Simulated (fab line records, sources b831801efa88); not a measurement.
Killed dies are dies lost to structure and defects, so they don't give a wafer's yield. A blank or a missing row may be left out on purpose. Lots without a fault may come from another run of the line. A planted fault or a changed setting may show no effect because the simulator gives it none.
fab line records | flow sky130
record lots=7 wafers=18 last_day=50
route steps=708 shown VT_ADJUST_PCH@148 SONOS_TUNNEL@154 PAD_OPEN@708
lots that met no fault: from a run of the same line without faults
start_h: hours from the record's first day to the start of the lot's first wafer shown | wait_h: hours since the lot's step before | " the same as in the row above | L1.1+2: a row that stands for several wafers | - no value, or no start given | * or withheld: withheld | < > ~ a bound
route shown NAME@n: a module of which the file shows steps, and the number in the route of the first | usual: mean/standard deviation of fault-free wafers | same: alike in all rows | chamber/n: place in a boat | sites: the reading at each site | _std_site: their standard deviation | _edge_site: outer sites' mean less inner sites' | radius_mm: how far each site lies from the wafer's centre | mask NAME#n: copy n | behind: the tool/chamber that last shaped the wafer | hold: why the lot was held/for how many hours/how that ended | device: the transistor (n, p or np) that didn't switch | end of line: the same wafers' tests at the end of the route | a step without rows: its recipe alone | killed: dies lost to structure and defects at the first sort, not the wafer's yield | map: a wafer's dies, x killed, . not, _ none there
set.NAME: the setting as run; set.NAME@STEP: as run at that earlier step | model.NAME: the simulator's own value behind a step, which no gauge read
lots at some steps of the route; a table a step, a row a wafer
services: from which hour (start_h, from the record's first day; less than 0 if before it) a tool's chamber was out of use, for how many hours, and why
## steps
# step SKY_VT_ADJUST_PCH_PEB_05
# recipe temp_c=115 time_s=withheld
# step SKY_VT_ADJUST_PCH_DEVELOP_06
# recipe wall_angle_deg=90 developer=TMAH develop_time_s=60 dev_temp_c=23
# step SKY_VT_ADJUST_PCH_OVL_MEAS_07
# usual VT_ADJUST_PCH_OVL=1.1/1.2
# columns lot.wafer tool chamber start_h wait_h VT_ADJUST_PCH_OVL[nm]
L716.2 overlay-02 - 257.50 - 0.9
L716.4 " - " " 2.9
L716.5 " - " " 1.4
L719.1 overlay-02 - 294.97 - 1.4
L719.5 " - " " 3.8
L719.6 " - " " 2.4
L721.3 overlay-02 - 315.68 - 2.6
L721.4 " - " " 1.7
L721.6 " - " " 2.6
L729.1 overlay-01 - 357.72 - -0.3
L729.6 " - " " 0.8
L730.1 overlay-01 - 372.35 - 0.5
L730.5 " - " " -0.3
L731.5 overlay-01 - 381.98 - 1.7
L731.6 " - " " 1.2
L733.2 overlay-02 - 396.68 - 0.7
L733.4 " - " " 0.8
L733.6 " - " " -0.2
# step SKY_VT_ADJUST_PCH_IMPLANT_08
# recipe species=B energy_kev=10 dose_cm2=5e+11 tilt_deg=withheld
# step SKY_VT_ADJUST_PCH_STRIP_09
# recipe chemistry=O2/N2 power_w=1400 pressure_mtorr=1500 platen_temp_c=withheld o2_flow_sccm=3000 n2_flow_sccm=300 overash_fraction=0.5
# usual drypump_motor_current_A=5.5/0.41 oes_product_au=0.722/0.0048 strip_time_to_endpoint_s=36.90/0.11
# columns lot.wafer tool chamber start_h wait_h drypump_motor_current_A oes_product_au rf_hours_counter_h strip_time_to_endpoint_s
L716.2 plasma_asher-02 1 257.68 0.1 4.7 0.728 57 37.00
L716.4 " 0 " " 5.7 0.724 - 37.01
L716.5 " 0 " " 5.7 0.723 - 37.06
L719.1 plasma_asher-02 0 295.16 0.1 5.7 0.719 61 37.05
L719.5 " 0 " " 5.7 0.720 - 37.02
L719.6 " 1 " " 4.7 0.719 - 37.07
L721.3 plasma_asher-04 0 315.89 0.1 5.9 0.728 - 36.87
L721.4 " 1 " " 5.8 0.726 - 36.84
L721.6 " 0 " " 5.9 0.722 - 36.84
L729.1 plasma_asher-01 1 357.91 0.1 5.3 0.729 24 36.90
L729.6 " 0 " " 5.4 0.722 - 36.76
L730.1 plasma_asher-01 0 372.53 0.1 5.4 0.721 25 36.98
L730.5 " 0 " " 5.4 0.720 - 36.81
L731.5 plasma_asher-01 1 382.21 0.1 5.3 0.728 - 36.95
L731.6 " 0 " " 5.4 0.727 - 36.95
L733.2 plasma_asher-01 0 396.86 0.1 5.4 0.727 28 36.99
L733.4 " 0 " " 5.4 0.719 - 36.94
L733.6 " 0 " " 5.4 0.725 - 36.84
# step SKY_VT_ADJUST_PCH_TW_MEAS_10
# usual VT_ADJUST_PCH_TW=143.5/0.75
# columns lot.wafer tool chamber start_h wait_h VT_ADJUST_PCH_TW
L716.2 film_metro-04 - 257.79 0.1 143.3
L716.4 " - " " 143.1
L716.5 " - " " 143.7
L719.1 film_metro-02 - 295.26 0.1 143.1
L719.5 " - " " 142.5
L719.6 " - " " 142.0
L721.3 film_metro-04 - 315.98 0.1 143.7
L721.4 " - " " 142.4
L721.6 " - " " 143.6
L729.1 film_metro-04 - 358.01 0.1 143.1
L729.6 " - " " 144.0
L730.1 film_metro-04 - 372.63 0.1 143.1
L730.5 " - " " 144.3
L731.5 film_metro-03 - 382.28 0.0 144.7
L731.6 " - " " 144.5
L733.2 film_metro-04 - 396.97 0.1 143.9
L733.4 " - " " 144.0
L733.6 " - " " 143.9
# step SKY_SONOS_TUNNEL_DEHYDRATE_00
# recipe temp_c=200 time_s=60
# step SKY_SONOS_TUNNEL_HMDS_01
# recipe prime_time_s=60 prime_temp_c=120
# step SKY_SONOS_TUNNEL_COAT_02
# recipe resist=NOVOLAK spin_rpm=3000 resist_thk_nm=1140
# step SKY_SONOS_TUNNEL_SOFTBAKE_03
# recipe temp_c=90 time_s=60 resist=NOVOLAK
# step SKY_SONOS_TUNNEL_EXPOSE_04
# recipe mask_id=TUNM na=0.6 source_shape=conventional sigma_outer=0.6 polarization=unpolarized target_cd_nm=410 dose_mj=136
# step SKY_SONOS_TUNNEL_PEB_05
# recipe temp_c=withheld time_s=* resist=NOVOLAK
# step SKY_SONOS_TUNNEL_DEVELOP_06
# recipe resist=NOVOLAK developer=TMAH develop_time_s=60 dev_temp_c=23
# columns lot.wafer tool chamber start_h wait_h
L716.2+4+5 litho_track-04 0 281.38 0.1
L719.1+5+6 litho_track-01 0 320.71 0.1
L721.3+4+6 litho_track-04 0 342.96 0.1
L729.1+6 litho_track-04 0 385.66 0.1
L730.1+5 litho_track-04 0 401.21 0.1
L731.5+6 litho_track-04 0 411.36 0.1
L733.2+4+6 litho_track-02 0 425.65 0.1
# step SKY_SONOS_TUNNEL_CD_MEAS_07
# recipe target_cd_nm=410
# usual cd_nm=409.6/2.4
# columns lot.wafer tool chamber start_h wait_h cd_nm
L716.2 cd_sem-01 - 281.53 0.1 407.9
L716.4 " - " " 407.9
L716.5 " - " " 405.6
L719.1 cd_sem-01 - 320.86 0.1 408.3
L719.5 " - " " 405.9
L719.6 " - " " 407.2
L721.3 cd_sem-02 - 343.10 0.1 407.9
L721.4 " - " " 411.9
L721.6 " - " " 410.2
L729.1 cd_sem-02 - 385.81 0.1 407.1
L729.6 " - " " 420.4
L730.1 cd_sem-01 - 401.36 0.1 412.9
L730.5 " - " " 422.9
L731.5 cd_sem-02 - 411.49 0.1 418.6
L731.6 " - " " 417.7
L733.2 cd_sem-02 - 425.79 0.1 404.8
L733.4 " - " " 405.2
L733.6 " - " " 405.3
# step SKY_SONOS_TUNNEL_OVL_MEAS_08
# usual SONOS_TUNNEL_OVL=-1.9/1.5
# columns lot.wafer tool chamber start_h wait_h SONOS_TUNNEL_OVL[nm]
L716.2 overlay-01 - 281.63 0.1 -2.8
L716.4 " - " " -3.8
L716.5 " - " " -3.4
L719.1 overlay-01 - 320.98 0.1 -2.7
L719.5 " - " " -3.8
L719.6 " - " " -1.2
L721.3 overlay-01 - 343.19 0.1 -3.2
L721.4 " - " " -4.6
L721.6 " - " " -3.6
L729.1 overlay-01 - 385.93 0.1 -0.7
L729.6 " - " " -1.0
L730.1 overlay-02 - 401.48 0.1 -1.5
L730.5 " - " " -3.5
L731.5 overlay-02 - 411.55 0.0 -2.1
L731.6 " - " " 1.1
L733.2 overlay-02 - 425.90 0.1 -0.5
L733.4 " - " " 2.1
L733.6 " - " " 1.9
# step SKY_PAD_OPEN_PROBE_99
# usual killed_at_M0_to_M3=43/7.8 killed_at_M4_up=3.2/1.7 killed_at_contacts=24/5.2 killed_at_front_end=15/4.5 killed_at_other=0.4/0.65 killed_dies=87/9.1 killed_open=47/7.3 killed_short=40/6.5
# same gross_dies=492 killed_at_back_side=0
# columns lot.wafer tool chamber start_h wait_h killed_at_M0_to_M3 killed_at_M4_up killed_at_contacts killed_at_front_end killed_at_other killed_dies killed_open killed_short
L716.2 prober-02 - 1098.17 0.1 45 0 20 13 1 79 43 36
L716.4 prober-02 - 1098.27 0.2 54 4 19 31 0 108 60 47
L716.5 prober-02 - 1098.32 0.2 59 4 21 19 1 104 56 48
L721.6 prober-01 - 1144.28 0.2 42 6 15 10 0 73 41 32
L731.5 prober-01 - 1192.86 0.2 45 4 26 14 0 89 41 48
L731.6 prober-01 - 1192.91 0.2 56 2 16 10 0 84 42 42
# killed by level:class
L716.2 VIA2:geometric_particle:open=10 LI_CONTACT:geometric_particle:open=9 FIELD_ISO:geometric_particle:open=5 VIA1:geometric_particle:short=5 METAL1:geometric_particle:short=5 VIA1:geometric_particle:open=5 VIA3:geometric_particle:open=5 FIELD_ISO:geometric_particle:short=4
L716.4 VIA2:geometric_particle:open=11 FIELD_ISO:geometric_particle:short=8 CONTACT:geometric_particle:open=8 VIA1:geometric_particle:open=8 LI_CONTACT:geometric_particle:open=7 METAL2:geometric_particle:short=7 METAL1:geometric_particle:short=6 POLY_GATE:geometric_particle:open=5
L716.5 VIA1:geometric_particle:open=12 VIA1:geometric_particle:short=10 FIELD_ISO:geometric_particle:open=8 METAL1:geometric_particle:short=8 VIA3:geometric_particle:open=8 CONTACT:geometric_particle:open=8 VIA2:geometric_particle:open=8 FIELD_ISO:geometric_particle:short=6
L721.6 METAL1:geometric_particle:short=8 VIA3:geometric_particle:open=8 LI_CONTACT:geometric_particle:open=7 FIELD_ISO:geometric_particle:open=5 CONTACT:geometric_particle:open=5 VIA1:geometric_particle:open=5 METAL2:geometric_particle:short=5 METAL4:geometric_particle:short=5
L731.5 CONTACT:geometric_particle:open=12 VIA1:geometric_particle:open=8 METAL2:geometric_particle:short=8 CONTACT:geometric_particle:short=7 METAL1:geometric_particle:short=7 FIELD_ISO:geometric_particle:short=5 LI_CONTACT:geometric_particle:open=5 VIA3:geometric_particle:short=5
L731.6 VIA1:geometric_particle:open=11 VIA2:geometric_particle:short=9 VIA2:geometric_particle:open=9 VIA3:geometric_particle:open=6 POLY_GATE:geometric_particle:short=5 VIA1:geometric_particle:short=5 CONTACT:geometric_particle:short=5 CONTACT:geometric_particle:open=5
## services
# columns tool chamber start_h hours kind
plasma_asher-04 - 270.77 15.6 pm
plasma_asher-02 - 302.76 8.8 repair
plasma_asher-01 - 315.62 1.7 repair
plasma_asher-02 - 407.46 2.8 repair
plasma_asher-02 - 417.76 3.4 repair
plasma_asher-02 - 421.30 9.0 pm
plasma_asher-02 0 421.30 9.0 vent_cycle
plasma_asher-02 1 421.30 9.0 vent_cycle
## key
first_sign step=SKY_SONOS_TUNNEL_CD_MEAS_07 reading=cd_nm direction=up sigmas=4.3 usual=409.6 struck=419.9
effect none on later readings
met_at SKY_SONOS_TUNNEL_DEVELOP_06
struck_wafers L729.6,L730.5,L731.5,L731.6
tester_left_out L729,L730,L731
onset_between 342.96 385.66
fault kind=process_parameter_drift tool=litho_track-04 chamber=- onset_h=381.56 steps=SKY_SONOS_TUNNEL_DEVELOP_06 channel=develop_time_s offset=* shape=step end_h=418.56 scope=struck_wafers_only acts_in=* stated=*
# tester_left_out: of these lots the tester's yield and bins aren't shown, on N5 and GAA mostly nor the transistor test; their killed dies are dies lost to structure and defects alone, not to doping, threshold or leakage, so they don't give the yield
